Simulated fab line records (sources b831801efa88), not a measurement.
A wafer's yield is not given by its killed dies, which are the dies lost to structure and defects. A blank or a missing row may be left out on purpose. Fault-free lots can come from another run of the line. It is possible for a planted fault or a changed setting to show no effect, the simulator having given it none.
A lot that was struck, set against a sound lot :: flow gf180mcu :: 17 steps out of a route of 602
Sound: the wafers L665.1, L665.4, L665.6. Wafers L662.1, L662.3, L662.5 were the ones struck. At the end, the cause is stated.
Each step with rows lists, per side, the tool, then ch with its chambers, then its first start. Under that, the readings that differ: sound wafers :: struck wafers :: difference of the means :: sigmas: that difference in standard deviations of wafers without a fault.
alike: same words and numbers on both sides, and readings whose means sit less than 2 such deviations apart. not compared: any withheld reading, any reading some wafer has no value for, any bound like >300 that may hide the same value, and any number with overlapping values for which the record gives no deviation.
Wherever a step has rows on one side only, a row that says differs or no value, or a row with sigmas, the two part there. Numbers that don't overlap but have no deviation are shown without sigmas and don't part them. A reading missing from all wafers of one side parts the sides only when that side holds two or more wafers.

first, 6 steps without rows for these wafers: GF_M4_HMDS_08 (prime time 60 s); GF_M4_COAT_09 (resist thk 1000 nm); GF_M4_SOFTBAKE_10 (time 60 s); GF_M4_EXPOSE_11 (exposes mask Metal4, target cd 280 nm); GF_M4_PEB_12 (peb time 90 s); GF_M4_DEVELOP_13 (develop time 60 s).
GF_M4_CD_MEAS_14 targets a cd of 280 nm.
  struck on cd-sem-02, day 28 10:34; sound on cd-sem-02, day 29 14:29
  alike: cd-nm
GF_M4_OVL_MEAS_15:
  struck on overlay-01, day 28 10:41; sound on overlay-02, day 29 14:37
  alike: M4_OVL
GF_M4_METAL_ETCH_16: etches the open film in Cl2/BCl3, stops on SiO2, target depth 627.5 nm, time 104.6 s.
  sound on rie-metal-04 ch 0,1, day 29 14:38; struck on rie-metal-01 ch 0,1, day 28 10:43
  alike: drypump-motor-current-A, oes-product-au, throttle-valve-pct
  not compared: rf-hours-counter-h
GF_M4_STRIP_17: strips in O2/N2.
  sound on plasma-asher-02 ch 0,1, day 29 14:45; struck on plasma-asher-02 ch 0,1, day 28 10:49
  alike: drypump-motor-current-A, heater-power-w, oes-product-au, strip-time-to-endpoint-s
  not compared: rf-hours-counter-h
then, 2 steps without rows for these wafers: GF_M4_STRIP_18 (strips in post etch residue remover, time 1200 s); GF_M4_CLEAN_19 (cleans in DIW).
GF_V4_CVD_00: deposits SiO2, target thk 600 nm, time 100 s.
  sound on hdpcvd-02 ch 0,1,2, day 29 15:23; struck on hdpcvd-02 ch 0,1, day 28 11:22
  no value came back on the struck wafers for pressure-mtorr (mTorr), run-length-s (s); on the sound wafers pressure-mtorr (mTorr) reads 6.005 5.994 6.004
GF_V4_CVD_02: deposits SiO2 from TEOS, target thk 850 nm, time 94.851 s.
  sound on pecvd-03 ch 1,2, day 29 15:31; struck on pecvd-01 ch 0,1,2, day 28 11:29
  alike: heater-power-outer-w, heater-power-w
GF_V4_CMP_04: polishes SiO2.
  sound on cmp-01 ch 0,1,2, day 29 15:45; struck on cmp-01 ch 0,1, day 28 11:37
  alike: motor-current-A
GF_V4_BOW_MEAS_05:
  struck on film-metro-04, day 28 11:55; sound on film-metro-04, day 29 15:57
reading: V4_BOW (um)
sound: 133 122 137
struck: 106 112 115
difference: -20
sigmas: -3
then, 1 step without rows for these wafers: GF_V4_DEHYDRATE_06 (time 60 s).

== WHERE THEY PART ==
Earliest at GF_V4_CVD_00; latest, in this record, at GF_V4_BOW_MEAS_05.

WHY: whatever the simulator had introduced
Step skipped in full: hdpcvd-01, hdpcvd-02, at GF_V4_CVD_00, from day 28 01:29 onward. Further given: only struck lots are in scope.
